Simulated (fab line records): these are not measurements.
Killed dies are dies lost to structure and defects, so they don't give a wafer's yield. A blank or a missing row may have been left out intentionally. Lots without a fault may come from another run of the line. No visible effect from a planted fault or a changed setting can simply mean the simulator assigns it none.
Struck lot and sound lot, side by side | flow sky130 | 43 out of 708 route steps
Sound: these wafers, L854.2, L854.3, L854.6. Wafers struck: L869.3, L869.4, L869.6. The cause comes at the end.
At each step with rows: each side's tool, then ch and its chambers, then its first start. Under that, the readings that differ: sound wafers | struck wafers | difference of the means | sigmas: that difference in standard deviations of wafers without a fault.
alike: readings with means less than 2 such deviations apart, plus words and numbers identical on both sides. not compared: withheld readings, readings lacking a value on some wafer, bounds such as >300 that could conceal the same value, and numbers that have no deviation in the record and whose values overlap.
Wherever a step has rows on one side only, a row that says differs or no value, or a row with sigmas, the two part there. Numbers that have no deviation but don't overlap get no sigmas and don't part them. A reading missing from all wafers of one side parts the sides only when that side holds two or more wafers.

SKY_VIA1_STRIP_16: strips in O2/N2.
  sound on plasma_asher-03 ch 0,1, day 34 18:40; struck on plasma_asher-01 ch 0,1, day 39 08:41
  alike: drypump_motor_current_A, oes_product_au, strip_time_to_endpoint_s
  not compared: rf_hours_counter_h
then, 4 steps without rows for these wafers: SKY_VIA1_STRIP_17 (strips in post etch residue remover, time 1200 s); SKY_VIA1_CLEAN_18 (cleans in IPA, time 180 s); SKY_VIA1_CLEAN_19 (cleans in O3/DIW); SKY_VIA1_SPUTTER_20 (material TiN, target thk 20 nm, time 80 s).
SKY_VIA1_CVD_21: deposits W, target thk 270 nm, time 80.902 s.
  sound on cvd_w-01 ch 0,1, day 34 19:25; struck on cvd_w-02 ch 0,1, day 39 09:26
  alike: heater_power_w
SKY_VIA1_RS_MEAS_22: the measuring method here is four-point-probe.
  sound on film_metro-04 at day 34 19:31; struck on film_metro-04 at day 39 09:33
  alike: VIA1_W_RS
SKY_VIA1_THK_MEAS_23: measures by xrf.
  sound on film_metro-04 at day 34 19:38; struck on film_metro-04 at day 39 09:39
  alike: VIA1_W_THK
then, 4 steps without rows for these wafers: SKY_VIA1_CMP_24 (polishes, stops on SiO2, t overpolish 15 s, target thk 0 nm); SKY_METAL2_SPUTTER_00 (material Ti, target thk 15 nm, time 10 s); SKY_METAL2_SPUTTER_01 (material TiN, target thk 20 nm, time 16.7 s); SKY_METAL2_SPUTTER_02 (material AlCu, target thk 250 nm, time 13.3 s).
SKY_METAL2_SPUTTER_03: material Ti, target thk 5 nm, time 3.3 s.
  sound on pvd_sputter-03 at day 34 20:04; struck on pvd_sputter-03 at day 39 10:04
  alike: throttle_valve_pct
SKY_METAL2_SPUTTER_04: material TiN, target thk 70 nm, time 58.3 s.
  sound on pvd_sputter-03 at day 34 20:05; struck on pvd_sputter-03 at day 39 10:05
  alike: throttle_valve_pct
SKY_METAL2_RS_MEAS_05: the measuring method here is four-point-probe.
  sound on film_metro-02 at day 34 20:08; struck on film_metro-03 at day 39 10:10
  alike: METAL2_ALCU_RS
SKY_METAL2_THK_MEAS_06: measures by xrf.
  sound on film_metro-02 at day 34 20:15; struck on film_metro-03 at day 39 10:16
  alike: METAL2_ALCU_THK
then, 8 steps without rows for these wafers: SKY_METAL2_DEHYDRATE_07 (time 60 s); SKY_METAL2_HMDS_08 (prime time 60 s); SKY_METAL2_COAT_09 (resist thk 60 nm); SKY_METAL2_COAT_10 (resist thk 450 nm); SKY_METAL2_SOFTBAKE_11 (time 90 s); SKY_METAL2_EXPOSE_12 (exposes mask MM2, target cd 140 nm); SKY_METAL2_PEB_13; SKY_METAL2_DEVELOP_14 (develop time 60 s).
SKY_METAL2_CD_MEAS_15 targets a cd of 140 nm.
  sound on cd_sem-01 at day 35 21:52; struck on cd_sem-01 at day 40 10:35
  alike: cd_nm
SKY_METAL2_OVL_MEAS_16:
  sound on overlay-02 at day 35 21:58; struck on overlay-02 at day 40 10:41
  alike: METAL2_OVL
then, 2 steps without rows for these wafers: SKY_METAL2_DESCUM_17 (chemistry O2, time 8 s); SKY_METAL2_ETCH_18 (etches BARC in N2/H2, stops on SiO2, time 45.9 s, target depth 60 nm).
SKY_METAL2_METAL_ETCH_19: etches the open film in Cl2/BCl3, stops on SiO2, target depth 360 nm, time 78 s.
  sound on rie_metal-03 ch 0, day 35 22:05; struck on rie_metal-04 ch 0,1, day 40 10:50
  alike: drypump_motor_current_A, oes_product_au, rf_fwd_power_W, throttle_valve_pct
  not compared: rf_hours_counter_h
SKY_METAL2_STRIP_20: strips in O2/N2.
  sound on plasma_asher-03 ch 0,1, day 35 22:11; struck on plasma_asher-01 ch 0,1, day 40 10:56
  alike: drypump_motor_current_A, oes_product_au, strip_time_to_endpoint_s
  not compared: rf_hours_counter_h
then, 4 steps without rows for these wafers: SKY_METAL2_STRIP_21 (strips in post etch residue remover, time 1200 s); SKY_METAL2_CLEAN_22 (cleans in IPA, time 180 s); SKY_METAL2_CLEAN_23 (cleans in O3/DIW); SKY_VIA2_HDPCVD_00 (deposits SiO2, target thk 1180 nm, time 196.7 s).
SKY_VIA2_THK_MEAS_01:
  sound on film_metro-03 at day 35 23:15; struck on film_metro-03 at day 40 11:38
  alike: VIA2_HDPCVD_THK
then, 1 step without rows for these wafers: SKY_VIA2_CMP_02 (polishes SiO2).
SKY_VIA2_BOW_MEAS_03:
  sound on film_metro-03 at day 35 23:42; struck on film_metro-02 at day 40 12:02
  alike: VIA2_BOW
then, 5 steps without rows for these wafers: SKY_VIA2_DEHYDRATE_04 (time 60 s); SKY_VIA2_HMDS_05 (prime time 60 s); SKY_VIA2_COAT_06 (resist thk 60 nm); SKY_VIA2_COAT_07 (resist thk 450 nm); SKY_VIA2_SOFTBAKE_08 (time 90 s).
-- the record jumps here: 9 days lie between the struck wafers' starts before and after (it left off in module VIA2 and takes up again in module PAD_OPEN, whose first step shown is number 708 of the route) --
SKY_PAD_OPEN_PROBE_99:
  sound on prober-01 at day 46 09:29; struck on prober-01 at day 49 19:30
  reading                               | sound             | struck            | difference | sigmas
  defect_limited_yield (%)              | 80.7 81.7 84.6    | 70.7 74.4 75.6    | -8.8       | -4
  killed_at_M0_to_M3                    | 41 45 36          | 114 96 82         | +57        | +9
  killed_dies                           | 95 90 76          | 144 126 120       | +43        | +4
  sort_bin_3_pad_short (%)              | 1.6 1.0 1.2       | 5.5 5.7 2.6       | +3.3       | +8
  sort_bin_5_function (%)               | 13.0 11.4 8.1     | 16.3 15.9 15.2    | +5.0       | +4
  sort_n_pass                           | 397 402 416       | 348 366 372       | -43        | -4
  sort_yield_pct (%)                    | 80.7 81.7 84.6    | 70.7 74.4 75.6    | -8.8       | -4
  model.etest.tester.sort_n_pass        | 397 402 416       | 348 366 372       | -43        |
  model.etest.tester.sort_yield_pct (%) | 80.69 81.71 84.55 | 70.73 74.39 75.61 | -8.74      |
  model.etest.tester.sort_bin_5_pct (%) | 13.01 11.38 8.13  | 16.26 15.85 15.24 | +4.94      |
  model.etest.tester.sort_bin_3_pct (%) | 1.626 1.016 1.22  | 5.488 5.691 2.642 | +3.320     |
  alike: killed_at_M4_up, killed_at_contacts, killed_at_front_end, killed_at_other, killed_open, killed_short, sort_bin_6_memory

WHERE THEY PART
At SKY_PAD_OPEN_PROBE_99 and nowhere else, as far as this record goes.

WHY: what had been put in by the simulator
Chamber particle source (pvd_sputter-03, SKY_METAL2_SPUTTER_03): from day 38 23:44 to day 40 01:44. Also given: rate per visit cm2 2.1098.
